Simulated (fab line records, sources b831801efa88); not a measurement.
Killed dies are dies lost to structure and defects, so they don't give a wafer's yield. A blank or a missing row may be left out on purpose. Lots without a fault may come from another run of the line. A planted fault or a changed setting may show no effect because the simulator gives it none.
Which tool did it? | flow sky130 | 13 lots, 39 wafers sampled, at 5 steps of a route of 708

WHAT THE GAUGES READ, wafer by wafer
SKY_POLY_GATE_THK_MEAS_21. Usual: POLY_GATE_OXIDATION_THK 3.98 nm, standard deviation 0.096.
lot  | measured     | on            | POLY_GATE_OXIDATION_THK (nm) | flag
L186 | day 17 21:15 | film_metro-03 | 3.89 4.11 3.95               |
L188 | day 17 21:16 | film_metro-04 | 3.88 3.89 3.84               |
L190 | day 18 15:10 | film_metro-04 | 3.80 3.86 3.87               |
L191 | day 19 02:47 | film_metro-01 | 3.93 4.00 3.94               |
L192 | day 19 07:28 | film_metro-01 | 4.05 4.00 3.99               |
L194 | day 19 12:04 | film_metro-04 | 3.90 4.01 3.91               |
L193 | day 19 13:52 | film_metro-03 | 4.01 3.97 3.96               |
L201 | day 21 23:29 | film_metro-04 | 3.91 3.94 3.96               |
L204 | day 23 05:01 | film_metro-03 | 4.10 4.23 4.12               |
L205 | day 23 10:55 | film_metro-03 | 3.79 3.85 3.89               |
L206 | day 23 22:46 | film_metro-01 | 4.14 4.22 4.11               |
L209 | day 24 15:28 | film_metro-03 | 3.89 3.92 3.84               |
L208 | day 24 17:20 | film_metro-04 | 4.17 4.08 4.11               |

SKY_LDD_HVP_TW_MEAS_10. Usual: LDD_HVP_TW 456, standard deviation 5.1.
lot  | measured     | on            | LDD_HVP_TW  | flag
L186 | day 23 02:38 | film_metro-01 | 453 450 448 |
L188 | day 23 02:57 | film_metro-03 | 459 460 461 |
L190 | day 23 20:26 | film_metro-01 | 450 449 452 |
L191 | day 24 07:41 | film_metro-01 | 452 455 454 |
L192 | day 24 12:11 | film_metro-01 | 451 453 454 |
L194 | day 24 15:21 | film_metro-01 | 452 453 455 |
L193 | day 24 16:08 | film_metro-03 | 464 463 466 |
L201 | day 27 00:07 | film_metro-03 | 405 404 406 | OFF
L204 | day 28 04:45 | film_metro-01 | 395 394 396 | OFF
L205 | day 28 10:11 | film_metro-02 | 454 457 455 |
L206 | day 28 21:11 | film_metro-01 | 451 449 449 |
L209 | day 29 13:30 | film_metro-03 | 462 461 459 |
L208 | day 29 15:26 | film_metro-02 | 456 454 455 |

SKY_LDD_LDN_TW_MEAS_13. Usual: LDD_LDN_TW 1493, standard deviation 12.
lot  | measured     | on            | LDD_LDN_TW     | flag
L186 | day 24 09:38 | film_metro-02 | 1494 1500 1509 |
L188 | day 24 09:58 | film_metro-03 | 1504 1510 1511 |
L190 | day 25 02:23 | film_metro-03 | 1490 1489 1496 |
L191 | day 25 13:08 | film_metro-02 | 1501 1495 1494 |
L192 | day 25 18:14 | film_metro-02 | 1492 1491 1490 |
L194 | day 25 21:09 | film_metro-02 | 1503 1494 1492 |
L193 | day 25 21:55 | film_metro-03 | 1490 1495 1496 |
L201 | day 28 05:31 | film_metro-02 | 1482 1473 1471 |
L204 | day 29 09:30 | film_metro-02 | 1481 1482 1467 |
L205 | day 29 14:59 | film_metro-04 | 1504 1498 1504 |
L206 | day 30 01:45 | film_metro-03 | 1498 1500 1496 |
L209 | day 30 18:19 | film_metro-02 | 1472 1479 1477 |
L208 | day 30 20:41 | film_metro-02 | 1474 1473 1470 |

SKY_SD_P_CD_MEAS_07: target cd 380 nm. Usual: cd_nm 379.1 nm, standard deviation 1.8.
lot  | measured     | on        | cd_nm (nm)        | flag
L186 | day 26 23:23 | cd_sem-02 | 379.4 379.9 379.5 |
L188 | day 26 23:31 | cd_sem-01 | 380.8 382.8 382.0 |
L190 | day 27 14:36 | cd_sem-01 | 377.1 378.2 376.7 |
L191 | day 28 02:01 | cd_sem-02 | 379.6 378.9 377.1 |
L192 | day 28 07:47 | cd_sem-02 | 380.4 380.8 379.7 |
L194 | day 28 11:23 | cd_sem-02 | 381.0 382.3 380.8 |
L193 | day 28 10:46 | cd_sem-02 | 380.4 380.5 379.3 |
L201 | day 30 16:15 | cd_sem-01 | 379.7 380.0 379.2 |
L204 | day 31 18:48 | cd_sem-02 | 379.5 379.5 377.6 |
L205 | day 32 00:01 | cd_sem-02 | 378.3 380.7 378.9 |
L206 | day 32 13:19 | cd_sem-02 | 378.9 379.9 376.2 |
L209 | day 33 03:02 | cd_sem-02 | 378.8 379.3 379.7 |
L208 | day 33 05:31 | cd_sem-01 | 380.5 378.3 381.4 |

WHICH TOOL RAN EACH LOT (tool, then ch and the chambers of the sampled wafers, then the start)
lot  | SKY_LDD_HVP_IMPLANT_08
L186 | implanter-04 ch 0, day 23 02:23
L188 | implanter-02 ch 0, day 23 02:43
L190 | implanter-04 ch 0, day 23 20:11
L191 | implanter-04 ch 0, day 24 07:26
L192 | implanter-04 ch 0, day 24 11:56
L194 | implanter-03 ch 0, day 24 15:06
L193 | implanter-03 ch 0, day 24 15:55
L201 | implanter-03 ch 0, day 26 23:52
L204 | implanter-03 ch 0, day 28 04:30
L205 | implanter-02 ch 0, day 28 09:56
L206 | implanter-02 ch 0, day 28 20:56
L209 | implanter-02 ch 0, day 29 13:16
L208 | implanter-02 ch 0, day 29 15:11
- SKY_LDD_HVP_IMPLANT_08

WHAT THE TOOLS THEMSELVES READ (means of the sampled wafers that have a number; where no wafer has one, the mark that the record gives instead)
SKY_LDD_HVP_IMPLANT_08. Usual: dose_ions_cm2 1.6999e+13, standard deviation 2e+10; faraday_current_uA 95.6, standard deviation 1.9.
lot  | tool         | dose_ions_cm2 | faraday_current_uA | flag
L186 | implanter-04 | 1.6995e+13    | 95.7               |
L188 | implanter-02 | 1.7001e+13    | 95.2               |
L190 | implanter-04 | 1.6978e+13    | 97.1               |
L191 | implanter-04 | 1.7004e+13    | 96.6               |
L192 | implanter-04 | 1.7002e+13    | 95.9               |
L194 | implanter-03 | 1.7010e+13    | 97.7               |
L193 | implanter-03 | 1.6993e+13    | 95.1               |
L201 | implanter-03 | 1.1071e+13    | 62.5               | OFF
L204 | implanter-03 | 1.1080e+13    | 62.4               | OFF
L205 | implanter-02 | 1.7015e+13    | 95.4               |
L206 | implanter-02 | 1.7005e+13    | 93.6               |
L209 | implanter-02 | 1.7004e+13    | 97.3               |
L208 | implanter-02 | 1.6991e+13    | 96.7               |

THE ANSWER, worked out from the rows above alone
Rule: a lot is off if the mean of its wafers that have a number lies more than 3 standard deviations from the usual mean. A lot without any number at a reading at which 4 lots or more have one is off too. The other lots that the step has rows for count as sound. The gauges are gone through in route order, then the tools' own readings, and for those a lot's mean is taken as printed above. The first step at which some lot is off is used, and at that step the reading that is off furthest; a lot without a number counts as furthest.
Off: L201, L204, at SKY_LDD_HVP_TW_MEAS_10 (LDD_HVP_TW).
A tool fits if, at a process step before that reading, it ran every lot that is off, and no sound lot after the first of them. The gauges at SKY_LDD_HVP_TW_MEAS_10 aren't tried: what is off there is off at SKY_LDD_HVP_IMPLANT_08 too, on other tools, and a gauge's error can't cause that. One fits: implanter-03 at SKY_LDD_HVP_IMPLANT_08. Its last sound lot is L193 (day 24 15:55), its first lot that is off L201 (day 26 23:52): a fault that began between those two fits.
The tool's own readings at SKY_LDD_HVP_IMPLANT_08 bear it out: on the lots that are off they differ by more than 5 times the standard deviation of the sound lots' means. dose_ions_cm2 reads 1.1076e+13 there against 1.7000e+13 on the sound lots; faraday_current_uA reads 62.5 there against 96.0 on the sound lots.

WHAT THE SIMULATOR HAD PUT IN
Process parameter drift: implanter-03, from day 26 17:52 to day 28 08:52, at SKY_LDD_HVP_IMPLANT_08. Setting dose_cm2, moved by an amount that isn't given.
Lots struck among those shown: L201, L204. The rule above found the same.
